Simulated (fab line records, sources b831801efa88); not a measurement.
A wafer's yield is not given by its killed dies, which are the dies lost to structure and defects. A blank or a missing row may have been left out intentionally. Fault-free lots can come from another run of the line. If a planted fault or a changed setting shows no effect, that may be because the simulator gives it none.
fab line records	flow gf180mcu
record lots=24	wafers=72	last_day=34
route steps=602 shown CONTACT@309 V3@450 M4@459 V4@491 MIM@506
lots that met no fault: from a run of the same line without faults
start_h: hours from the record's first day to the start of the lot's first wafer shown	wait_h: hours since the lot's step before	" the same as in the row above	L1.1+2: several wafers, shown together as one row	- no value present, or no start provided	* or withheld: withheld	< > ~ a bound
route shown NAME@n: names a module that has steps shown in the file, with the first one's number in the route	usual: the fault-free wafers' mean and standard deviation	same: alike in all rows	chamber/n: place in a boat	sites: the reading at each site	_std_site: how widely they spread, as a standard deviation	_edge_site: inner sites' mean taken away from outer sites' mean	radius_mm: for every site, how far away it sits from the centre of the wafer	mask NAME#n: copy n	behind: the most recent tool/chamber to have shaped the wafer	hold: why the lot was held/for how many hours/how that ended	device: whichever transistor did not switch (one of n, p or np)	end of line: the same wafers' tests at the end of the route	where a step has no rows: the recipe by itself	killed: not the wafer's yield, but the dies lost to structure and defects at the first sort	map: shows each die of a wafer: x if killed, . if not, _ if none is there
set.NAME: the setting as run; set.NAME@STEP: as run at that earlier step	model.NAME: the simulator's own value behind a step, which no gauge read
one table for each step of the route and one row for each wafer, over a sample of lots
services: a tool's chamber out of use, with start hour (start_h, from the record's first day; less than 0 if before it), hours out, and reason
## steps
# step GF_CONTACT_SPUTTER_22
# recipe material=Ti	target_thk_nm=15	chamber_pressure_pa=5	power_w=2500	substrate_temp_c=200	time_s=80.02
# usual throttle_valve_pct=30.0/1
lot.wafer	tool	chamber	start_h	wait_h	throttle_valve_pct
L074.1	pvd_sputter-04	-	364.15	0.0	29.6
L074.4	"	-	"	"	30.1
L074.5	"	-	"	"	30.3
L075.2	pvd_sputter-03	-	369.18	0.0	31.7
L075.3	"	-	"	"	27.9
L075.6	"	-	"	"	30.4
L076.1	pvd_sputter-01	-	374.44	0.0	28.2
L076.3	"	-	"	"	30.4
L076.5	"	-	"	"	28.6
L077.2	pvd_sputter-04	-	389.19	0.0	30.5
L077.4	"	-	"	"	29.7
L077.5	"	-	"	"	30.7
L078.2	pvd_sputter-04	-	394.53	0.0	30.3
L078.3	"	-	"	"	30.5
L078.4	"	-	"	"	29.8
L079.3	pvd_sputter-04	-	404.34	0.0	30.4
L079.4	"	-	"	"	30.0
L079.5	"	-	"	"	30.4
L080.1	pvd_sputter-03	-	418.88	0.0	32.0
L080.5	"	-	"	"	30.6
L080.6	"	-	"	"	31.7
L081.1	pvd_sputter-01	-	424.19	0.0	30.5
L081.2	"	-	"	"	28.5
L081.5	"	-	"	"	31.1
L082.2	pvd_sputter-04	-	433.43	0.0	30.2
L082.3	"	-	"	"	29.2
L082.4	"	-	"	"	30.3
L083.1	pvd_sputter-01	-	446.13	0.0	30.3
L083.2	"	-	"	"	30.3
L083.4	"	-	"	"	28.0
L084.1	pvd_sputter-04	-	452.68	0.0	30.5
L084.2	"	-	"	"	30.5
L084.6	"	-	"	"	29.5
L085.4	pvd_sputter-03	-	453.63	0.0	27.8
L085.5	"	-	"	"	27.5
L085.6	"	-	"	"	27.9
L086.1	pvd_sputter-03	-	468.65	0.0	32.0
L086.3	"	-	"	"	30.5
L086.6	"	-	"	"	30.5
L087.1	pvd_sputter-01	-	477.33	0.0	28.5
L087.4	"	-	"	"	30.3
L087.5	"	-	"	"	31.0
L088.2	pvd_sputter-01	-	495.52	0.0	30.3
L088.3	"	-	"	"	31.2
L088.5	"	-	"	"	30.1
L089.2	pvd_sputter-04	-	498.74	0.0	30.4
L089.3	"	-	"	"	29.8
L089.4	"	-	"	"	30.0
L090.1	pvd_sputter-01	-	501.45	0.0	31.2
L090.2	"	-	"	"	30.0
L090.5	"	-	"	"	31.4
L091.1	pvd_sputter-01	-	521.13	0.0	30.4
L091.5	"	-	"	"	30.4
L091.6	"	-	"	"	30.4
L092.1	pvd_sputter-04	-	528.83	0.0	30.0
L092.2	"	-	"	"	30.6
L092.5	"	-	"	"	29.5
L093.1	pvd_sputter-04	-	543.12	0.0	29.7
L093.4	"	-	"	"	30.6
L093.6	"	-	"	"	30.4
L094.1	pvd_sputter-01	-	544.37	0.0	31.1
L094.2	"	-	"	"	30.3
L094.3	"	-	"	"	28.2
L095.1	pvd_sputter-01	-	549.33	0.0	28.3
L095.3	"	-	"	"	30.6
L095.4	"	-	"	"	30.3
L096.1	pvd_sputter-01	-	560.57	0.0	30.5
L096.2	"	-	"	"	28.2
L096.4	"	-	"	"	31.1
L097.2	pvd_sputter-04	-	564.33	0.0	29.4
L097.5	"	-	"	"	29.6
L097.6	"	-	"	"	30.1
# step GF_V3_SPUTTER_21
# recipe material=Ti	target_thk_nm=15	chamber_pressure_pa=5	power_w=2500	substrate_temp_c=200	time_s=80.02
# usual throttle_valve_pct=30.3/0.79
lot.wafer	tool	chamber	start_h	wait_h	throttle_valve_pct
L074.1	pvd_sputter-01	-	513.33	0.0	28.3
L074.4	"	-	"	"	31.5
L074.5	"	-	"	"	30.6
L075.2	pvd_sputter-02	-	520.33	0.0	30.8
L075.3	"	-	"	"	30.6
L075.6	"	-	"	"	30.0
L076.1	pvd_sputter-04	-	527.08	0.0	30.4
L076.3	"	-	"	"	30.4
L076.5	"	-	"	"	30.4
L077.2	pvd_sputter-01	-	541.73	0.0	30.4
L077.4	"	-	"	"	28.1
L077.5	"	-	"	"	31.0
L078.2	pvd_sputter-01	-	545.73	0.0	30.9
L078.3	"	-	"	"	28.3
L078.4	"	-	"	"	30.3
L079.3	pvd_sputter-02	-	559.18	0.0	30.8
L079.4	"	-	"	"	30.6
L079.5	"	-	"	"	30.8
L080.1	pvd_sputter-02	-	570.21	0.0	30.9
L080.5	"	-	"	"	29.7
L080.6	"	-	"	"	30.9
L081.1	pvd_sputter-02	-	577.43	0.0	30.7
L081.2	"	-	"	"	30.8
L081.5	"	-	"	"	30.8
L082.2	pvd_sputter-01	-	582.12	0.0	31.1
L082.3	"	-	"	"	30.2
L082.4	"	-	"	"	30.5
L083.1	pvd_sputter-01	-	593.68	0.0	31.3
L083.2	"	-	"	"	28.2
L083.4	"	-	"	"	31.5
L084.1	pvd_sputter-04	-	598.64	0.0	30.3
L084.2	"	-	"	"	29.8
L084.6	"	-	"	"	29.4
L085.4	pvd_sputter-04	-	600.54	0.0	30.2
L085.5	"	-	"	"	30.6
L085.6	"	-	"	"	30.1
L086.1	pvd_sputter-04	-	614.83	0.0	30.4
L086.3	"	-	"	"	29.6
L086.6	"	-	"	"	30.3
L087.1	pvd_sputter-04	-	621.54	0.0	30.6
L087.4	"	-	"	"	30.1
L087.5	"	-	"	"	29.7
L088.2	pvd_sputter-02	-	637.48	0.0	30.6
L088.3	"	-	"	"	30.7
L088.5	"	-	"	"	30.8
L089.2	pvd_sputter-01	-	639.49	0.0	31.1
L089.3	"	-	"	"	28.2
L089.4	"	-	"	"	30.3
L090.1	pvd_sputter-02	-	639.72	0.0	30.9
L090.2	"	-	"	"	29.8
L090.5	"	-	"	"	30.4
L091.1	pvd_sputter-02	-	658.48	0.0	29.7
L091.5	"	-	"	"	29.8
L091.6	"	-	"	"	30.7
L092.1	pvd_sputter-02	-	664.48	0.0	30.9
L092.2	"	-	"	"	31.0
L092.5	"	-	"	"	30.9
L093.1	pvd_sputter-02	-	676.78	0.0	30.8
L093.4	"	-	"	"	30.5
L093.6	"	-	"	"	29.7
L094.1	pvd_sputter-01	-	678.08	0.0	30.1
L094.2	"	-	"	"	30.2
L094.3	"	-	"	"	28.4
L095.1	pvd_sputter-02	-	682.41	0.0	31.2
L095.3	"	-	"	"	30.8
L095.4	"	-	"	"	30.8
L096.1	pvd_sputter-02	-	692.18	0.0	31.1
L096.2	"	-	"	"	30.8
L096.4	"	-	"	"	30.0
L097.2	pvd_sputter-01	-	694.00	0.0	28.2
L097.5	"	-	"	"	30.5
L097.6	"	-	"	"	30.2
# step GF_M4_SPUTTER_03
# recipe material=Ti	target_thk_nm=10	substrate_temp_c=300	chamber_pressure_pa=0.3	power_w=3000	time_s=6.7
# usual throttle_valve_pct=30.0/1.2
lot.wafer	tool	chamber	start_h	wait_h	throttle_valve_pct
L074.1	pvd_sputter-03	-	514.18	0.0	31.9
L074.4	"	-	"	"	28.1
L074.5	"	-	"	"	27.5
L075.2	pvd_sputter-04	-	521.18	0.0	29.7
L075.3	"	-	"	"	30.4
L075.6	"	-	"	"	30.8
L076.1	pvd_sputter-02	-	527.93	0.0	29.7
L076.3	"	-	"	"	30.6
L076.5	"	-	"	"	30.7
L077.2	pvd_sputter-02	-	542.58	0.0	29.8
L077.4	"	-	"	"	30.6
L077.5	"	-	"	"	30.2
L078.2	pvd_sputter-04	-	546.58	0.0	30.6
L078.3	"	-	"	"	29.4
L078.4	"	-	"	"	29.9
L079.3	pvd_sputter-03	-	560.03	0.0	28.2
L079.4	"	-	"	"	30.6
L079.5	"	-	"	"	31.7
L080.1	pvd_sputter-02	-	571.07	0.0	31.0
L080.5	"	-	"	"	29.7
L080.6	"	-	"	"	30.9
L081.1	pvd_sputter-03	-	578.28	0.0	30.0
L081.2	"	-	"	"	31.7
L081.5	"	-	"	"	27.8
L082.2	pvd_sputter-04	-	582.97	0.0	30.4
L082.3	"	-	"	"	29.3
L082.4	"	-	"	"	29.7
L083.1	pvd_sputter-04	-	594.54	0.0	30.3
L083.2	"	-	"	"	29.6
L083.4	"	-	"	"	30.3
L084.1	pvd_sputter-02	-	599.50	0.0	30.0
L084.2	"	-	"	"	30.6
L084.6	"	-	"	"	30.8
L085.4	pvd_sputter-02	-	601.40	0.0	31.0
L085.5	"	-	"	"	29.9
L085.6	"	-	"	"	30.9
L086.1	pvd_sputter-02	-	615.68	0.0	30.9
L086.3	"	-	"	"	30.4
L086.6	"	-	"	"	30.4
L087.1	pvd_sputter-03	-	622.41	0.0	27.5
L087.4	"	-	"	"	31.8
L087.5	"	-	"	"	32.0
L088.2	pvd_sputter-04	-	638.54	0.0	30.6
L088.3	"	-	"	"	29.7
L088.5	"	-	"	"	29.8
L089.2	pvd_sputter-03	-	640.34	0.0	30.3
L089.3	"	-	"	"	32.0
L089.4	"	-	"	"	28.1
L090.1	pvd_sputter-04	-	640.57	0.0	30.2
L090.2	"	-	"	"	29.7
L090.5	"	-	"	"	30.1
L091.1	pvd_sputter-03	-	659.36	0.0	30.5
L091.5	"	-	"	"	27.9
L091.6	"	-	"	"	30.8
L092.1	pvd_sputter-04	-	665.33	0.0	30.5
L092.2	"	-	"	"	29.5
L092.5	"	-	"	"	30.4
L093.1	pvd_sputter-03	-	677.65	0.0	31.6
L093.4	"	-	"	"	30.3
L093.6	"	-	"	"	31.7
L094.1	pvd_sputter-03	-	678.95	0.0	30.6
L094.2	"	-	"	"	31.8
L094.3	"	-	"	"	27.8
L095.1	pvd_sputter-02	-	683.26	0.0	30.9
L095.3	"	-	"	"	30.7
L095.4	"	-	"	"	30.8
L096.1	pvd_sputter-03	-	693.03	0.0	27.7
L096.2	"	-	"	"	30.4
L096.4	"	-	"	"	31.6
L097.2	pvd_sputter-04	-	694.87	0.0	30.1
L097.5	"	-	"	"	30.4
L097.6	"	-	"	"	30.4
# step GF_V4_OVL_MEAS_15
# usual V4_OVL=1/5.3
lot.wafer	tool	chamber	start_h	wait_h	V4_OVL[nm]
L074.1	overlay-02	-	560.43	0.1	6
L074.4	"	-	"	"	12
L074.5	"	-	"	"	9
L075.2	overlay-02	-	568.39	0.1	-6
L075.3	"	-	"	"	1
L075.6	"	-	"	"	-5
L076.1	overlay-02	-	574.68	0.1	5
L076.3	"	-	"	"	-2
L076.5	"	-	"	"	-2
L077.2	overlay-02	-	587.44	0.1	4
L077.4	"	-	"	"	6
L077.5	"	-	"	"	4
L078.2	overlay-01	-	592.63	0.1	-2
L078.3	"	-	"	"	1
L078.4	"	-	"	"	-4
L079.3	overlay-01	-	604.49	0.1	2
L079.4	"	-	"	"	-5
L079.5	"	-	"	"	-4
L080.1	overlay-02	-	615.38	0.1	-4
L080.5	"	-	"	"	3
L080.6	"	-	"	"	-4
L081.1	overlay-01	-	622.44	0.1	0
L081.2	"	-	"	"	1
L081.5	"	-	"	"	-4
L082.2	overlay-02	-	625.64	0.1	5
L082.3	"	-	"	"	4
L082.4	"	-	"	"	-1
L083.1	overlay-01	-	637.24	0.1	5
L083.2	"	-	"	"	5
L083.4	"	-	"	"	2
L084.1	overlay-02	-	642.48	0.1	4
L084.2	"	-	"	"	1
L084.6	"	-	"	"	1
L085.4	overlay-01	-	643.71	0.1	-3
L085.5	"	-	"	"	6
L085.6	"	-	"	"	-2
L086.1	overlay-02	-	656.08	0.1	-1
L086.3	"	-	"	"	-4
L086.6	"	-	"	"	-7
L087.1	overlay-01	-	663.13	0.1	3
L087.4	"	-	"	"	7
L087.5	"	-	"	"	5
L088.2	overlay-01	-	678.74	0.1	-3
L088.3	"	-	"	"	1
L088.5	"	-	"	"	4
L089.2	overlay-01	-	680.53	0.1	13
L089.3	"	-	"	"	9
L089.4	"	-	"	"	5
L090.1	overlay-01	-	681.63	0.1	4
L090.2	"	-	"	"	0
L090.5	"	-	"	"	2
L091.1	overlay-02	-	698.78	0.1	-6
L091.5	"	-	"	"	1
L091.6	"	-	"	"	-10
L092.1	overlay-01	-	705.18	0.1	-8
L092.2	"	-	"	"	-6
L092.5	"	-	"	"	-10
L093.1	overlay-02	-	716.08	0.1	-3
L093.4	"	-	"	"	0
L093.6	"	-	"	"	-5
L094.1	overlay-01	-	717.53	0.1	4
L094.2	"	-	"	"	-5
L094.3	"	-	"	"	4
L095.1	overlay-01	-	721.05	0.1	-3
L095.3	"	-	"	"	2
L095.4	"	-	"	"	2
L096.1	overlay-02	-	730.51	0.1	-4
L096.2	"	-	"	"	-5
L096.4	"	-	"	"	-8
L097.2	overlay-02	-	732.63	0.1	6
L097.5	"	-	"	"	2
L097.6	"	-	"	"	5
# step GF_V4_CVD_23
# recipe material=W	target_thk_nm=350	time_s=104.9	temp_c=400	pressure_torr=40
# usual heater_power_w=933/100
lot.wafer	tool	chamber	start_h	wait_h	heater_power_w
L074.1	cvd_w-01	0	561.23	0.0	1081
L074.4	"	0	"	"	1068
L074.5	"	1	"	"	866
L075.2	cvd_w-02	0	569.19	0.0	833
L075.3	"	1	"	"	839
L075.6	"	1	"	"	854
L076.1	cvd_w-02	1	575.48	0.0	853
L076.3	"	0	"	"	844
L076.5	"	1	"	"	855
L077.2	cvd_w-01	0	588.24	0.0	1074
L077.4	"	0	"	"	1080
L077.5	"	1	"	"	860
L078.2	cvd_w-02	0	593.43	0.0	840
L078.3	"	0	"	"	847
L078.4	"	1	"	"	865
L079.3	cvd_w-01	0	605.31	0.1	1087
L079.4	"	1	"	"	879
L079.5	"	0	"	"	1085
L080.1	cvd_w-01	0	616.18	0.0	1096
L080.5	"	1	"	"	873
L080.6	"	0	"	"	1104
L081.1	cvd_w-01	1	623.27	0.0	865
L081.2	"	0	"	"	1055
L081.5	"	1	"	"	897
L082.2	cvd_w-02	0	626.44	0.0	819
L082.3	"	1	"	"	867
L082.4	"	0	"	"	843
L083.1	cvd_w-02	1	638.07	0.0	843
L083.2	"	0	"	"	843
L083.4	"	1	"	"	870
L084.1	cvd_w-01	1	643.28	0.0	878
L084.2	"	0	"	"	1070
L084.6	"	1	"	"	888
L085.4	cvd_w-02	1	644.53	0.1	858
L085.5	"	1	"	"	881
L085.6	"	0	"	"	844
L086.1	cvd_w-01	0	656.89	0.0	1125
L086.3	"	1	"	"	896
L086.6	"	0	"	"	1101
L087.1	cvd_w-02	0	663.93	0.0	819
L087.4	"	1	"	"	851
L087.5	"	1	"	"	841
L088.2	cvd_w-01	0	679.53	0.0	1102
L088.3	"	1	"	"	882
L088.5	"	1	"	"	885
L089.2	cvd_w-02	0	681.33	0.0	857
L089.3	"	0	"	"	843
L089.4	"	1	"	"	887
L090.1	cvd_w-01	1	682.43	0.0	871
L090.2	"	0	"	"	1083
L090.5	"	1	"	"	887
L091.1	cvd_w-01	1	699.58	0.0	889
L091.5	"	1	"	"	893
L091.6	"	0	"	"	1078
L092.1	cvd_w-02	0	706.01	0.0	859
L092.2	"	1	"	"	867
L092.5	"	0	"	"	857
L093.1	cvd_w-01	1	716.88	0.0	875
L093.4	"	0	"	"	1093
L093.6	"	1	"	"	878
L094.1	cvd_w-01	1	718.33	0.0	887
L094.2	"	0	"	"	1080
L094.3	"	1	"	"	875
L095.1	cvd_w-01	1	721.85	0.0	880
L095.3	"	1	"	"	883
L095.4	"	0	"	"	1087
L096.1	cvd_w-01	0	731.35	0.0	1105
L096.2	"	1	"	"	880
L096.4	"	1	"	"	867
L097.2	cvd_w-01	1	733.46	0.0	871
L097.5	"	0	"	"	1091
L097.6	"	1	"	"	864
# step GF_MIM_SPUTTER_03
# recipe material=Ti	target_thk_nm=10	substrate_temp_c=300	chamber_pressure_pa=0.3	power_w=3000	time_s=6.7
# usual throttle_valve_pct=30.1/1.3
lot.wafer	tool	chamber	start_h	wait_h	throttle_valve_pct
L074.1	pvd_sputter-01	-	561.98	0.0	28.2
L074.4	"	-	"	"	30.2
L074.5	"	-	"	"	30.3
L075.2	pvd_sputter-03	-	569.94	0.0	30.4
L075.3	"	-	"	"	31.8
L075.6	"	-	"	"	31.7
L076.1	pvd_sputter-03	-	576.23	0.0	30.4
L076.3	"	-	"	"	28.1
L076.5	"	-	"	"	27.9
L077.2	pvd_sputter-03	-	588.99	0.0	27.9
L077.4	"	-	"	"	31.5
L077.5	"	-	"	"	28.0
L078.2	pvd_sputter-03	-	594.18	0.0	32.1
L078.3	"	-	"	"	27.5
L078.4	"	-	"	"	27.8
L079.3	pvd_sputter-02	-	606.03	0.0	30.7
L079.4	"	-	"	"	29.9
L079.5	"	-	"	"	30.6
L080.1	pvd_sputter-03	-	616.93	0.0	27.4
L080.5	"	-	"	"	31.7
L080.6	"	-	"	"	27.5
L081.1	pvd_sputter-03	-	624.02	0.0	31.7
L081.2	"	-	"	"	27.4
L081.5	"	-	"	"	27.8
L082.2	pvd_sputter-02	-	627.19	0.0	30.5
L082.3	"	-	"	"	30.8
L082.4	"	-	"	"	29.7
L083.1	pvd_sputter-02	-	638.84	0.0	30.7
L083.2	"	-	"	"	30.9
L083.4	"	-	"	"	30.1
L084.1	pvd_sputter-02	-	644.03	0.0	30.7
L084.2	"	-	"	"	30.9
L084.6	"	-	"	"	30.9
L085.4	pvd_sputter-02	-	645.25	0.0	31.0
L085.5	"	-	"	"	30.6
L085.6	"	-	"	"	30.8
L086.1	pvd_sputter-03	-	657.66	0.0	28.2
L086.3	"	-	"	"	31.4
L086.6	"	-	"	"	28.1
L087.1	pvd_sputter-01	-	664.68	0.0	30.2
L087.4	"	-	"	"	28.4
L087.5	"	-	"	"	30.4
L088.2	pvd_sputter-03	-	680.31	0.0	30.6
L088.3	"	-	"	"	27.2
L088.5	"	-	"	"	27.6
L089.2	pvd_sputter-03	-	682.10	0.0	27.2
L089.3	"	-	"	"	31.5
L089.4	"	-	"	"	27.7
L090.1	pvd_sputter-01	-	683.18	0.0	31.0
L090.2	"	-	"	"	28.2
L090.5	"	-	"	"	30.3
L091.1	pvd_sputter-01	-	700.34	0.0	30.5
L091.5	"	-	"	"	30.4
L091.6	"	-	"	"	31.3
L092.1	pvd_sputter-02	-	706.76	0.0	29.9
L092.2	"	-	"	"	30.5
L092.5	"	-	"	"	30.5
L093.1	pvd_sputter-02	-	717.63	0.0	29.7
L093.4	"	-	"	"	30.8
L093.6	"	-	"	"	30.2
L094.1	pvd_sputter-02	-	719.08	0.0	30.9
L094.2	"	-	"	"	30.8
L094.3	"	-	"	"	30.8
L095.1	pvd_sputter-01	-	722.77	0.0	31.3
L095.3	"	-	"	"	30.2
L095.4	"	-	"	"	30.4
L096.1	pvd_sputter-01	-	732.10	0.0	31.1
L096.2	"	-	"	"	30.3
L096.4	"	-	"	"	28.1
L097.2	pvd_sputter-02	-	734.22	0.0	30.5
L097.5	"	-	"	"	30.7
L097.6	"	-	"	"	30.8
## services
tool	chamber	start_h	hours	kind
cvd_w-02	-	341.12	1.0	repair
cvd_w-01	-	376.78	0.2	repair
cvd_w-02	-	390.00	14.0	pm
pvd_sputter-01	-	391.49	14.6	repair
cvd_w-01	-	409.34	2.8	pm
pvd_sputter-01	-	418.78	4.6	repair
cvd_w-02	-	433.86	0.7	repair
pvd_sputter-03	-	443.32	2.5	repair
pvd_sputter-01	-	446.97	2.8	repair
cvd_w-01	1	486.46	8.4	repair
cvd_w-01	-	488.94	0.6	repair
pvd_sputter-03	-	523.74	8.0	repair
cvd_w-01	-	534.31	0.2	repair
cvd_w-01	-	588.90	6.0	pm
pvd_sputter-04	-	596.07	2.4	repair
pvd_sputter-01	-	603.84	2.5	repair
pvd_sputter-01	-	629.59	5.7	repair
pvd_sputter-03	-	633.66	1.8	repair
pvd_sputter-01	-	644.40	3.5	repair
pvd_sputter-02	-	664.62	0.8	repair
pvd_sputter-03	-	665.61	1.4	repair
pvd_sputter-01	-	668.77	8.6	repair
pvd_sputter-04	-	677.23	2.5	repair
pvd_sputter-04	-	680.46	2.8	repair
## key
fault none
